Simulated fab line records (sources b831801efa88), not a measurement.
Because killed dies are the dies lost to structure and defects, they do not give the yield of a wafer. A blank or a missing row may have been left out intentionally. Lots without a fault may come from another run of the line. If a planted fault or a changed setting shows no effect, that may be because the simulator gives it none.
8D (eight disciplines) problem report, filled in by code | flow sky130 | the parts of the form that need people (team, actions taken, sign-off) are left out

## 1. THE PROBLEM
Mean of oes_product_au at SKY_VIA1_ETCH_15: 0.926 a.u. across 3 wafers in 2 lots; on wafers with no fault it is 0.979 a.u. (standard deviation 0.0076). That is -7.0 standard deviations from the usual mean.
The step: etches SiO2 in C4F8/O2/Ar, stops on TiN, target depth 351 nm, time 54 s.
Seen first at day 36 15:22 on rie_diel-04, wafer L946.1. At this step, 28 wafers from 10 lots have a number in the record. The rule behind "out" and "out of limits": a value lying over 4 standard deviations away from the usual mean. The rest of the wafers with a number are treated as sound.

## 2. WHAT IT IS, AND WHAT IT ISN'T
question                    | is                       | is not
which readings at this step | oes_product_au           | -
which lots                  | L946, L948               | L938, L940, L952, L954, L956, L957, L958, L961
which wafers of those lots  | L946.1, L948.1, L948.5   | L946.4
read on which tools         | rie_diel-02, rie_diel-04 | rie_diel-03
when                        | from day 36 15:22        | up to then (7 sound wafers); but 18 sound wafers of L952, L954, L956, L957, L958, L961 came after

## 3. THE SUSPECTS, EACH WITH WHAT RULES IT OUT
Counting: any tool at a process step up to the reading remains a suspect provided it ran every lot that is out. Sound lots after the first of them don't rule it out here, since some wafers of a struck lot are sound.
- plasma_asher-01 at SKY_METAL1_STRIP_20 (strips in O2/N2): kept. It ran every lot that is out, first L946 (day 35 11:50).
- cmp-01 at SKY_VIA1_CMP_02 (polishes SiO2): kept. It ran every lot that is out, first L946 (day 35 12:37).
Left after counting: plasma_asher-01 at SKY_METAL1_STRIP_20, cmp-01 at SKY_VIA1_CMP_02.

## 4. THE CAUSE (what the simulator had put in)
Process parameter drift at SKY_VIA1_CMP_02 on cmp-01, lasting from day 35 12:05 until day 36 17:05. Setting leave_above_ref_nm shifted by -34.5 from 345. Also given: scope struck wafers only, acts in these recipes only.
Counting leaves 2 suspects; this tool is one of them.

## 5. SEQUENCE OF EFFECTS, ordered by route
Each row: a reading where the mean over the struck wafers with a number is more than 3 standard deviations away from the usual. Scope: only readings with a usual standard deviation given in the record; hours: median across lots of the time from each lot's start at the first step in this table that gives one to its start at this step; sigmas: change in usual standard deviations.
hours | step             | reading        | usual      | on struck wafers | change | sigmas
0     | SKY_VIA1_ETCH_15 | oes_product_au | 0.979 a.u. | 0.926            | -0.053 | -7.0
Here are the process steps it includes:
- SKY_VIA1_ETCH_15: etches SiO2 in C4F8/O2/Ar, stops on TiN, target depth 351 nm, time 54 s.

## 6. WHAT WOULD HAVE CAUGHT IT SOONER
27 hours passed between the start of the fault at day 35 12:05 and the first reading out of limits in this record, taken at day 36 15:22.
Tool readings at SKY_VIA1_CMP_02 with a usual standard deviation given in the record: none out on any struck wafer, hence no alarm at a limit of 4 standard deviations on them.
All the lots that are out (2) had begun SKY_VIA1_CMP_02 on cmp-01 by day 36 15:22. Tool hold at that time: it would have spared none of them.
